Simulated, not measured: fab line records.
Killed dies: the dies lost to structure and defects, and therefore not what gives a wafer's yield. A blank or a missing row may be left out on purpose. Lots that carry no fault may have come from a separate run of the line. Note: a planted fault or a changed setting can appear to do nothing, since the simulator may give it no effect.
The tool behind it: which one?	flow sfq_line	Sampling: 13 lots, 39 wafers, 6 of 325 route steps

## WHAT THE GAUGES READ, wafer by wafer
SFQ_M7_RS_MEAS_943: measurement is done with a four-point probe. Usual: M7_NB_RS typically reads 0.897 ohm/sq, with standard deviation 0.0093.
lot	measured	on	M7_NB_RS (ohm/sq)	flag
L111	day 71 12:13	film_metro-04	0.905 0.901 0.906	
L112	day 72 19:58	film_metro-04	0.894 0.906 0.890	
L113	day 72 21:10	film_metro-02	0.895 0.896 0.894	
L114	day 72 22:24	film_metro-04	0.897 0.895 0.892	
L115	day 72 23:34	film_metro-04	0.895 0.887 0.892	
L116	day 75 19:26	film_metro-01	0.836 0.887 0.833	OFF
L118	day 75 20:39	film_metro-04	0.899 0.892 0.894	
L124	day 82 05:32	film_metro-04	0.892 0.890 0.885	
L125	day 82 09:04	film_metro-02	0.896 0.888 0.901	
L127	day 84 01:41	film_metro-01	0.911 0.923 0.922	
L128	day 84 21:09	film_metro-04	0.900 0.892 0.901	
L132	day 86 09:23	film_metro-02	0.896 0.896 0.891	
L133	day 88 04:23	film_metro-02	0.892 0.891 0.889	

SFQ_I7_OVL_MEAS_947. Usual: I7_OVL typically reads 1 nm, with standard deviation 6.3.
lot	measured	on	I7_OVL (nm)	flag
L111	day 72 08:43	overlay-01	-7 5 -4	
L112	day 73 07:26	overlay-02	6 9 11	
L113	day 73 08:38	overlay-02	-2 -2 -4	
L114	day 77 17:17	overlay-01	-1 5 -1	
L115	day 78 00:02	overlay-01	19 13 15	
L116	day 80 02:00	overlay-01	-2 6 -2	
L118	day 80 06:48	overlay-02	-1 -2 1	
L124	day 82 17:27	overlay-02	-4 -2 -2	
L125	day 82 20:22	overlay-01	7 9 4	
L127	day 87 10:50	overlay-01	6 10 6	
L128	day 88 08:36	overlay-01	5 -1 1	
L132	day 89 22:01	overlay-01	-2 -8 4	
L133	day 93 04:30	overlay-01	5 10 10	

## EACH LOT AND THE TOOL THAT RAN IT (in order: tool; ch and the chambers of the sampled wafers; start)
lot	SFQ_TRILAYER_R5_BARC_OPEN_METAL_ETCH_177	SFQ_TRILAYER_I6_DEP_PECVD_165	SFQ_TRILAYER_M7_DEP_SPUTTER_175	SFQ_TRILAYER_M7_ETCH_METAL_ETCH_180
L111	rie_metal-04 ch 0, day 64 02:50	pecvd-04 ch 0,1,2, day 71 01:12	pvd_sputter-04, day 71 12:07	rie_metal-01 ch 0, day 71 18:04
L112	rie_metal-01 ch 0,1, day 64 04:10	pecvd-02 ch 0,2, day 72 00:34	pvd_sputter-05, day 72 19:52	rie_metal-01 ch 0,1, day 72 23:46
L113	rie_metal-02 ch 0,1, day 64 05:23	pecvd-04 ch 0,1,2, day 72 10:55	pvd_sputter-04, day 72 21:04	rie_metal-03 ch 0,1, day 73 00:58
L114	rie_metal-04 ch 0,1, day 64 06:35	pecvd-03 ch 0,1,2, day 72 12:07	pvd_sputter-03, day 72 22:16	rie_metal-01 ch 0,1, day 73 02:13
L115	rie_metal-02 ch 0,1, day 64 07:46	pecvd-02 ch 1,2, day 72 13:58	pvd_sputter-05, day 72 23:28	rie_metal-04 ch 0,1, day 73 03:22
L116	rie_metal-02 ch 0, day 64 18:22	pecvd-03 ch 1,2, day 73 11:56	pvd_sputter-04, day 75 19:20	rie_metal-03 ch 0,1, day 75 23:14
L118	rie_metal-04 ch 0,1, day 66 08:08	pecvd-04 ch 1,2, day 73 14:57	pvd_sputter-03, day 75 20:32	rie_metal-04 ch 0,1, day 76 00:26
L124	rie_metal-02 ch 0,1, day 75 13:29	pecvd-03 ch 0,1,2, day 81 19:26	pvd_sputter-04, day 82 05:26	rie_metal-03 ch 0,1, day 82 09:16
L125	rie_metal-04 ch 0,1, day 75 17:54	pecvd-03 ch 0,2, day 82 00:40	pvd_sputter-05, day 82 08:58	rie_metal-04 ch 0,1, day 82 11:47
L127	rie_metal-04 ch 0,1, day 76 19:35	pecvd-04 ch 0,1,2, day 83 17:01	pvd_sputter-03, day 84 01:35	rie_metal-04 ch 0,1, day 87 03:17
L128	rie_metal-04 ch 0,1, day 77 07:35	pecvd-03 ch 0,1,2, day 84 13:25	pvd_sputter-04, day 84 21:04	rie_metal-01 ch 0,1, day 88 00:53
L132	rie_metal-01 ch 0,1, day 79 16:26	pecvd-04 ch 0,1, day 86 01:38	pvd_sputter-04, day 86 09:18	rie_metal-04 ch 0,1, day 89 14:16
L133	rie_metal-01 ch 0,1, day 79 18:50	pecvd-03 ch 0,1,2, day 86 10:29	pvd_sputter-05, day 88 04:17	rie_metal-01 ch 0,1, day 90 05:25
- SFQ_TRILAYER_R5_BARC_OPEN_METAL_ETCH_177: etches BARC in O2, target depth 125 nm, time 41.7 s.
- SFQ_TRILAYER_I6_DEP_PECVD_165: deposits SiO2 from SiH4/N2O, time 111.11 s, target thk 500 nm.
- SFQ_TRILAYER_M7_DEP_SPUTTER_175: material Nb, target thk 200 nm, time 133.3 s.
- SFQ_TRILAYER_M7_ETCH_METAL_ETCH_180: etches Nb in Cl2/Ar, stops on SiO2, target depth 240 nm, time 120 s.

## WHAT THE TOOLS THEMSELVES READ (means of the sampled wafers that have a number; where no wafer has one, the mark that the record gives instead)
SFQ_TRILAYER_R5_BARC_OPEN_METAL_ETCH_177. Usual: drypump_motor_current_A 5.7 A, standard deviation 0.38; oes_product_au 0.685 a.u., standard deviation 0.0044.
lot	tool	drypump_motor_current_A (A)	oes_product_au (a.u.)	flag
L111	rie_metal-04	5.8	0.686	
L112	rie_metal-01	6.0	0.685	
L113	rie_metal-02	5.3	0.683	
L114	rie_metal-04	5.9	0.689	
L115	rie_metal-02	5.2	0.689	
L116	rie_metal-02	5.0	0.686	
L118	rie_metal-04	5.9	0.683	
L124	rie_metal-02	5.2	0.682	
L125	rie_metal-04	5.9	0.687	
L127	rie_metal-04	5.9	0.685	
L128	rie_metal-04	5.9	0.686	
L132	rie_metal-01	6.1	0.684	
L133	rie_metal-01	6.1	0.685	

SFQ_TRILAYER_I6_DEP_PECVD_165. Usual: heater_power_w 83 W, standard deviation 9.5; throttle_valve_pct 23.9 %, standard deviation 1.3.
lot	tool	heater_power_w (W)	throttle_valve_pct (%)	flag
L111	pecvd-04	79	25.0	
L112	pecvd-02	80	24.4	
L113	pecvd-04	69	24.9	
L114	pecvd-03	86	22.6	
L115	pecvd-02	86	23.2	
L116	pecvd-03	88	23.2	
L118	pecvd-04	73	26.1	
L124	pecvd-03	86	23.2	
L125	pecvd-03	81	23.9	
L127	pecvd-04	75	24.9	
L128	pecvd-03	84	23.3	
L132	pecvd-04	81	24.8	
L133	pecvd-03	80	23.3	

SFQ_TRILAYER_M7_DEP_SPUTTER_175. Usual: chamber_pressure_pa 0.13329 Pa, standard deviation 0.00026; throttle_valve_pct 30.2 %, standard deviation 1.2.
lot	tool	chamber_pressure_pa (Pa)	throttle_valve_pct (%)	flag
L111	pvd_sputter-04	0.13318	29.0	
L112	pvd_sputter-05	0.13306	30.5	
L113	pvd_sputter-04	0.13360	29.8	
L114	pvd_sputter-03	0.13358	30.3	
L115	pvd_sputter-05	0.13322	30.4	
L116	pvd_sputter-04	0.13319	28.3	
L118	pvd_sputter-03	0.13334	31.0	
L124	pvd_sputter-04	0.13340	30.0	
L125	pvd_sputter-05	0.13313	30.3	
L127	pvd_sputter-03	0.13358	29.8	
L128	pvd_sputter-04	0.13323	29.1	
L132	pvd_sputter-04	0.13301	29.6	
L133	pvd_sputter-05	0.13337	29.9	

SFQ_TRILAYER_M7_ETCH_METAL_ETCH_180. Usual: drypump_motor_current_A 6.03 A, standard deviation 0.18; oes_product_au 0.890 a.u., standard deviation 0.0071.
lot	tool	drypump_motor_current_A (A)	oes_product_au (a.u.)	flag
L111	rie_metal-01	6.10	0.889	
L112	rie_metal-01	6.06	0.890	
L113	rie_metal-03	6.11	0.889	
L114	rie_metal-01	6.06	0.893	
L115	rie_metal-04	5.94	0.888	
L116	rie_metal-03	6.11	0.918	OFF
L118	rie_metal-04	5.85	0.886	
L124	rie_metal-03	6.09	0.893	
L125	rie_metal-04	5.93	0.894	
L127	rie_metal-04	5.94	0.882	
L128	rie_metal-01	6.03	0.891	
L132	rie_metal-04	5.92	0.891	
L133	rie_metal-01	6.04	0.896	

## THE ANSWER, worked out from the rows above alone
Rule: take the mean of a lot's wafers that have a number; if it is more than 3 standard deviations from the usual mean, the lot is off. A lot without any number at a reading at which 4 lots or more have one is off too. Any other lot the step has rows for is counted as sound. The gauges are gone through in route order, then the tools' own readings, and for those a lot's mean is taken as printed above. The first step at which some lot is off is used, and at that step the reading that is off furthest; a lot without a number counts as furthest.
Off: L116, at SFQ_M7_RS_MEAS_943 (M7_NB_RS).
If a tool, at a process step before that reading, ran all the lots that are off and no sound lot after the first of them, it fits. Not tried: the gauges at SFQ_M7_RS_MEAS_943; whatever is off there is also off at SFQ_TRILAYER_M7_ETCH_METAL_ETCH_180, on other tools, and gauge error can't account for it. Of those tried, none fits.

## WHAT THE SIMULATOR HAD PUT IN
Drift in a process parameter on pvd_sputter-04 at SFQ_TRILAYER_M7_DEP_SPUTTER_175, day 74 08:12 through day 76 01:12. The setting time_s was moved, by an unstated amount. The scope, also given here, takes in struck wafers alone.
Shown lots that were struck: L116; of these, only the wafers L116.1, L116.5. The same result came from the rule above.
